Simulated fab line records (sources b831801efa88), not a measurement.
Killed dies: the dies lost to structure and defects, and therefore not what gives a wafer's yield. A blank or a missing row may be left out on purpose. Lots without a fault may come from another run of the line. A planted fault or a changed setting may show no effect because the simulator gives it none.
fab line records	flow sfq_line
record lots=5	wafers=15	last_day=91
route steps=325 shown M2@92 I2@103
lots that met no fault: from a run of the same line without faults
start_h: hours from the record's opening day to when the first of the lot's shown wafers began	wait_h: time in hours since the lot's previous step	" same as the row above	L1.1+2: one row covering several wafers at once	- no value present, or no start provided	* or withheld: withheld	< > ~ a bound
route shown NAME@n: names a module that has steps shown in the file, with the first one's number in the route	usual: the fault-free wafers' mean and standard deviation	same: alike in all rows	chamber/n: place in a boat	sites: per-site readings	_std_site: standard deviation of those values	_edge_site: inner sites' mean taken away from outer sites' mean	radius_mm: how far each site lies from the wafer's centre	mask NAME#n: copy n	behind: the last tool/chamber to shape the wafer	hold: cause of the lot's hold/its duration in hours/its outcome	device: transistor that didn't switch, given as n, p or np	end of line: tests of these same wafers at the route's end	a step given without rows: its recipe and nothing more	killed: not the wafer's yield, but the dies lost to structure and defects at the first sort	map: dies across one wafer; x = killed, . = not, _ = none there
set.NAME: the setting that was run; set.NAME@STEP: the one run at that earlier step	model.NAME: the simulator's own value behind a step, which no gauge read
lots seen at some steps along the route; tables by step, rows by wafer
services: from which hour (start_h, from the record's first day; less than 0 if before it) a tool's chamber was out of use, for how many hours, and why
## steps
# step SFQ_TRILAYER_M2_LITHO_COAT_062
# recipe resist=BARC	spin_rpm=3000	resist_thk_nm=62
# step SFQ_TRILAYER_M2_LITHO_COAT_057
# recipe resist=KrF	spin_rpm=3000	resist_thk_nm=600
# step SFQ_TRILAYER_M2_LITHO_SOFTBAKE_061
# recipe temp_c=withheld	time_s=withheld	resist=KrF
# step SFQ_TRILAYER_M2_LITHO_EXPOSE_058
# recipe mask_id=M2	na=0.6	source_shape=conventional	sigma_outer=0.65	target_cd_nm=500	dose_mj=14.4
# step SFQ_TRILAYER_M2_LITHO_PEB_060
# recipe peb_temp_c=115	peb_time_s=60	resist=KrF
# step SFQ_TRILAYER_M2_LITHO_DEVELOP_059
# recipe time_s=60	resist=KrF
# step SFQ_M2_OVL_MEAS_916
# usual M2_OVL=-3/4.6
lot.wafer	tool	chamber	start_h	wait_h	M2_OVL[nm]
L931.3	overlay-02	-	652.81	0.1	0
L931.4	"	-	"	"	-2
L931.6	"	-	"	"	0
L932.1	overlay-02	-	661.20	0.1	-5
L932.2	"	-	"	"	-3
L932.4	"	-	"	"	-5
L934.2	overlay-01	-	682.80	0.1	0
L934.5	"	-	"	"	-4
L934.6	"	-	"	"	2
L941.3	overlay-02	-	743.07	0.1	-9
L941.4	"	-	"	"	-10
L941.5	"	-	"	"	-7
L942.3	overlay-01	-	751.47	0.1	-4
L942.5	"	-	"	"	-5
L942.6	"	-	"	"	-12
# step SFQ_TRILAYER_M2_BARC_OPEN_METAL_ETCH_077
# recipe mask_material=PR	chemistry=O2	target_depth_nm=125	target=BARC	icp_w=600	bias_w=80	pressure_mtorr=10	time_s=41.7
# usual drypump_motor_current_A=5.4/0.47	oes_product_au=0.685/0.0043	rf_fwd_power_W=594.1/2.3
lot.wafer	tool	chamber	start_h	wait_h	drypump_motor_current_A	oes_product_au	rf_fwd_power_W	rf_hours_counter_h
L931.3	rie_metal-03	0	652.85	0.0	5.6	0.686	592.6	-
L931.4	"	1	"	"	4.9	0.686	595.9	-
L931.6	"	1	"	"	4.9	0.679	595.6	-
L932.1	rie_metal-01	1	661.23	0.0	5.0	0.690	598.2	93
L932.2	"	0	"	"	5.8	0.683	593.9	113
L932.4	"	0	"	"	5.8	0.693	592.1	-
L934.2	rie_metal-03	1	682.83	0.0	4.9	0.684	595.5	25
L934.5	"	0	"	"	5.6	0.688	594.6	-
L934.6	"	1	"	"	4.9	0.684	595.2	-
L941.3	rie_metal-04	0	743.11	0.0	5.0	0.691	593.5	-
L941.4	"	1	"	"	6.2	0.685	590.5	-
L941.5	"	1	"	"	6.2	0.686	589.3	-
L942.3	rie_metal-01	0	751.51	0.0	5.9	0.680	596.5	-
L942.5	"	1	"	"	5.0	0.683	594.9	-
L942.6	"	0	"	"	5.8	0.685	591.9	-
# step SFQ_TRILAYER_M2_ETCH_METAL_ETCH_060
# recipe target=Nb	stop_on=SiO2	mask_material=PR	chemistry=Cl2/Ar	target_depth_nm=240	icp_w=600	bias_w=80	pressure_mtorr=10	time_s=120
# usual drypump_motor_current_A=5.4/0.47	oes_product_au=0.895/0.0066	rf_fwd_power_W=597.3/1.8
lot.wafer	tool	chamber	start_h	wait_h	drypump_motor_current_A	oes_product_au	rf_fwd_power_W	rf_hours_counter_h
L931.3	rie_metal-03	0	652.93	0.1	5.6	0.890	598.0	-
L931.4	"	1	"	"	4.9	0.890	595.3	-
L931.6	"	1	"	"	4.9	0.887	596.6	-
L932.1	rie_metal-01	1	661.29	0.0	5.0	0.897	599.2	93
L932.2	"	0	"	"	5.8	0.888	597.1	113
L932.4	"	0	"	"	5.9	0.899	598.7	-
L934.2	rie_metal-03	1	682.89	0.0	4.9	0.896	597.6	25
L934.5	"	0	"	"	5.7	0.903	597.8	-
L934.6	"	1	"	"	4.9	0.888	598.9	-
L941.3	rie_metal-04	0	743.19	0.1	5.0	0.896	595.9	-
L941.4	"	1	"	"	6.2	0.900	593.8	-
L941.5	"	1	"	"	6.2	0.900	594.9	-
L942.3	rie_metal-01	0	751.59	0.1	5.8	0.903	600.8	-
L942.5	"	1	"	"	5.0	0.895	601.4	-
L942.6	"	0	"	"	5.8	0.903	599.3	-
# step SFQ_TRILAYER_M2_STRIP_STRIP_061
# recipe gas=O2	power_w=200	platen_temp_c=40	overash_fraction=0.65	chemistry=O2	pressure_mtorr=50
# usual drypump_motor_current_A=5.4/0.46	oes_product_au=1.001/0.0085
lot.wafer	tool	chamber	start_h	wait_h	drypump_motor_current_A	oes_product_au	rf_hours_counter_h
L931.3	rie_metal-03	0	653.22	0.2	5.6	1.012	-
L931.4	"	1	"	"	4.9	1.003	-
L931.6	"	1	"	"	4.9	1.010	-
L932.1	rie_metal-01	1	661.42	0.1	5.0	1.011	93
L932.2	"	0	"	"	5.8	1.003	113
L932.4	"	0	"	"	5.8	0.988	-
L934.2	rie_metal-03	1	683.02	0.1	4.9	1.004	25
L934.5	"	0	"	"	5.6	1.004	-
L934.6	"	1	"	"	4.9	0.997	-
L941.3	rie_metal-04	0	743.47	0.2	5.1	0.997	-
L941.4	"	1	"	"	6.2	0.998	-
L941.5	"	1	"	"	6.2	0.997	-
L942.3	rie_metal-01	0	751.87	0.2	5.8	0.992	-
L942.5	"	1	"	"	5.0	1.015	-
L942.6	"	0	"	"	5.8	0.989	-
# step SFQ_TRILAYER_M2_STRIP_SOLV_CLEAN_062
# recipe chemistry=NMP	temp_c=70	time_s=600
# step SFQ_TRILAYER_I2_DEP_PECVD_063
# recipe material=SiO2	temp_c=150	time_s=111.11	pressure_torr=2.4	rf_w=183.3	precursor=SiH4/N2O	target_thk_nm=500
# usual heater_power_w=82/10	rf_fwd_power_W=182.1/0.59	run_length_s=139.2/0.56	throttle_valve_pct=24.6/1.2
lot.wafer	tool	chamber	start_h	wait_h	heater_power_w	rf_fwd_power_W	run_length_s	throttle_valve_pct	model.SiO2_of_TRILAYER_I2_DEP_PECVD_063.thk_nm
L931.3	pecvd-03	0	653.97	0.0	89	183.4	139.1	23.2	494
L931.4	"	1	"	"	84	182.7	139.1	23.8	503.3
L931.6	"	0	"	"	74	182.2	138.9	23.1	505.8
L932.1	pecvd-03	2	662.19	0.0	67	181.8	138.5	24.3	487.5
L932.2	"	1	"	"	75	182.3	139.5	23.6	493.9
L932.4	"	0	"	"	90	181.6	139.0	23.4	505.4
L934.2	pecvd-04	1	683.79	0.0	79	182.2	139.7	22.9	493.6
L934.5	"	1	"	"	80	182.7	139.5	22.7	499.9
L934.6	"	2	"	"	90	181.5	138.7	23.2	492.8
L941.3	pecvd-03	2	744.07	0.0	66	182.0	138.6	24.6	492.4
L941.4	"	0	"	"	90	181.7	139.0	23.4	506.9
L941.5	"	2	"	"	68	181.7	155.7	24.5	579.7
L942.3	pecvd-04	2	752.45	0.0	90	182.3	138.4	23.2	502.1
L942.5	"	0	"	"	94	181.7	138.8	26.3	502.6
L942.6	"	2	"	"	91	181.8	138.5	23.3	501.8
# step SFQ_TRILAYER_I2_CMP_CMP_064
# recipe material=SiO2	down_force_psi=3	platen_rpm=60	pad_velocity_m_s=0.94248
# usual motor_current_A=10.2/1.4	time_to_endpoint_s=215/7
lot.wafer	tool	chamber	start_h	wait_h	motor_current_A	time_to_endpoint_s
L931.4	cmp-02	1	654.54	0.5	9.7	218
L931.3	"	3	655.54	1.5	9.1	214
L931.6	"	1	656.54	2.5	9.9	219
L932.4	cmp-01	2	662.27	0.0	10.8	224
L932.1	"	3	"	"	10.5	212
L932.2	"	0	"	"	12.7	210
L934.2	cmp-02	1	686.01	2.2	10.2	211
L934.6	"	2	"	"	12.0	218
L934.5	"	3	"	"	8.8	219
L941.4	cmp-02	2	751.01	6.9	11.5	222
L941.3	"	3	"	"	8.9	207
L941.5	"	2	753.01	8.9	12.1	274
L942.3	cmp-02	1	763.01	10.5	10.3	213
L942.6	"	0	764.51	12.0	10.5	212
L942.5	"	1	"	"	9.5	207
# step SFQ_I2_BOW_MEAS_917
# recipe mode=bow
# usual I2_BOW=4/6.9
lot.wafer	tool	chamber	start_h	wait_h	I2_BOW[um]
L931.3	film_metro-01	-	657.08	1.0	17
L931.4	"	-	"	"	10
L931.6	"	-	"	"	4
L932.1	film_metro-02	-	665.27	2.0	13
L932.2	"	-	"	"	9
L932.4	"	-	"	"	5
L934.2	film_metro-03	-	687.53	1.0	12
L934.5	"	-	"	"	1
L934.6	"	-	"	"	7
L941.3	film_metro-03	-	753.55	1.5	15
L941.4	"	-	"	"	16
L941.5	"	-	"	"	6
L942.3	film_metro-02	-	765.55	2.0	3
L942.5	"	-	"	"	4
L942.6	"	-	"	"	-4
## services
tool	chamber	start_h	hours	kind
pecvd-04	-	646.92	0.8	repair
pecvd-04	-	653.22	1.1	repair
pecvd-03	-	684.82	5.5	pm
cmp-01	-	685.20	3.1	repair
cmp-01	-	688.33	22.3	pm
cmp-01	-	741.87	0.2	repair
cmp-01	-	752.65	4.0	pm
cmp-01	-	756.65	-	consumable_replace:conditioner
cmp-01	-	756.65	-	consumable_replace:pad
## key
first_sign step=SFQ_TRILAYER_I2_DEP_PECVD_063	reading=run_length_s	direction=up	sigmas=29	usual=*	struck=*
effect step=SFQ_TRILAYER_I2_CMP_CMP_064	reading=time_to_endpoint_s	direction=up	sigmas=8.4	usual=*	struck=*
model_effect step=SFQ_TRILAYER_I2_DEP_PECVD_063	value=SiO2_of_TRILAYER_I2_DEP_PECVD_063.thk_nm	without=502.6	struck=579.7
met_at SFQ_TRILAYER_I2_DEP_PECVD_063
struck_wafers L941.5
onset_between 662.19 744.07
fault kind=process_parameter_drift	tool=pecvd-03	chamber=-	onset_h=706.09	steps=SFQ_TRILAYER_I2_DEP_PECVD_063	channel=time_s	offset=*	shape=step	end_h=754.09	scope=struck_wafers_only	acts_in=*	stated=*
